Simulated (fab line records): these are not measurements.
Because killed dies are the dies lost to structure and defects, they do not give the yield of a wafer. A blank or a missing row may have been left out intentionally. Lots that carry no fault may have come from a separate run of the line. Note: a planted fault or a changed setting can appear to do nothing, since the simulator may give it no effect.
2 desks looking at one fault || flow sky130 || only its own numbers are on each desk; what lay behind them is given at the end

TOOL OWNER'S DESK, hdpcvd-01
The tool's own readings at SKY_VIA2_HDPCVD_00 (deposits SiO2, target thk 1180 nm, time 196.7 s): means of the sampled wafers that have a number, for each lot that ran on this tool. Any lot whose mean is over 4 standard deviations away from the usual mean is out of limits and marked OUT; that distance is given in the brackets.
Columns: A = sih4FlowSccm at SKY_VIA2_HDPCVD_00, usual 59.99 sccm
{"lot": "L936", "first seen here": "day 35 08:08", "A": 59.98}
{"lot": "L938", "first seen here": "day 35 15:28", "A": 60.07}
{"lot": "L940", "first seen here": "day 35 17:38", "A": 60.18}
{"lot": "L946", "first seen here": "day 38 00:28", "A": "71.97 (+67) OUT"}
{"lot": "L948", "first seen here": "day 38 13:20", "A": "72.06 (+67) OUT"}
{"lot": "L958", "first seen here": "day 41 14:27", "A": 60.01}
{"lot": "L959", "first seen here": "day 42 05:47", "A": 60.07}
Finding of this desk: L946, L948 out of limits; the first was L946 at day 38 00:28, on sih4FlowSccm at SKY_VIA2_HDPCVD_00. In limits: L936, L938, L940, L958, L959.

FROM THE METROLOGY DESK
What the gauges read for every lot (on any tool): the sampled wafers with a number, averaged. Any lot whose mean is over 4 standard deviations away from the usual mean is out of limits and marked OUT; that distance is given in the brackets.
Columns: A = VIA1_W_THK at SKY_VIA1_THK_MEAS_23, usual 270 nm; B = METAL2_OVL at SKY_METAL2_OVL_MEAS_16, usual -2 nm; C = VIA2_HDPCVD_THK at SKY_VIA2_THK_MEAS_01, usual 1170 nm; D = cdNm at SKY_VIA2_CD_MEAS_12, usual 199.8 nm
{"lot": "L936", "first seen here": "day 34 03:52", "A": 274, "B": 0, "C": 1182, "D": 198.6}
{"lot": "L938", "first seen here": "day 34 11:55", "A": 273, "B": -1, "C": 1164, "D": 199.9}
{"lot": "L940", "first seen here": "day 34 13:31", "A": 269, "B": -2, "C": 1165, "D": 198.8}
{"lot": "L941", "first seen here": "day 35 05:59", "A": 267, "B": -1, "C": 1172, "D": 199.7}
{"lot": "L942", "first seen here": "day 35 14:31", "A": 270, "B": -3, "C": 1177, "D": 200.9}
{"lot": "L946", "first seen here": "day 36 21:25", "A": 269, "B": 2, "C": "1388 (+16) OUT", "D": 197.1}
{"lot": "L948", "first seen here": "day 37 09:52", "A": 272, "B": -7, "C": "1390 (+16) OUT", "D": 201.1}
{"lot": "L952", "first seen here": "day 38 22:28", "A": 264, "B": -5, "C": 1182, "D": 198.8}
{"lot": "L955", "first seen here": "day 39 17:31", "A": 266, "B": -1, "C": 1189, "D": 201.0}
{"lot": "L956", "first seen here": "day 39 20:30", "A": 270, "B": -3, "C": 1181, "D": 200.6}
{"lot": "L957", "first seen here": "day 40 06:27", "A": 276, "B": 3, "C": 1172, "D": 202.0}
{"lot": "L958", "first seen here": "day 40 13:06", "A": 266, "B": 8, "C": 1164, "D": 199.5}
{"lot": "L959", "first seen here": "day 41 04:31", "A": 271, "B": -2, "C": 1170, "D": 200.0}
This desk's result: L946, L948 out of limits, first on L946 (VIA2_HDPCVD_THK at SKY_VIA2_THK_MEAS_01), day 38 00:34. In limits: L936, L938, L940, L941, L942, L952, L955, L956, L957, L958, L959.

TAKEN TOGETHER
The tool owner's desk could have raised an alarm at day 38 00:28, on L946, L948.
An alarm was possible from the metrology desk at day 38 00:34, on L946, L948.
Of the lots named, all ran SKY_VIA2_HDPCVD_00 on hdpcvd-01.

WHAT THE SIMULATOR HAD PUT IN
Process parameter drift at SKY_VIA2_HDPCVD_00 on hdpcvd-01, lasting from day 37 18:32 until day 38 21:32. A move of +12 in setting sih4FlowSccm, from 60. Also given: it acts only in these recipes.
Lots struck among those shown: L946, L948.
Counting hours from when the fault started, the first reading out of limits came at 6 for the tool owner's desk and at 6 for the metrology desk.
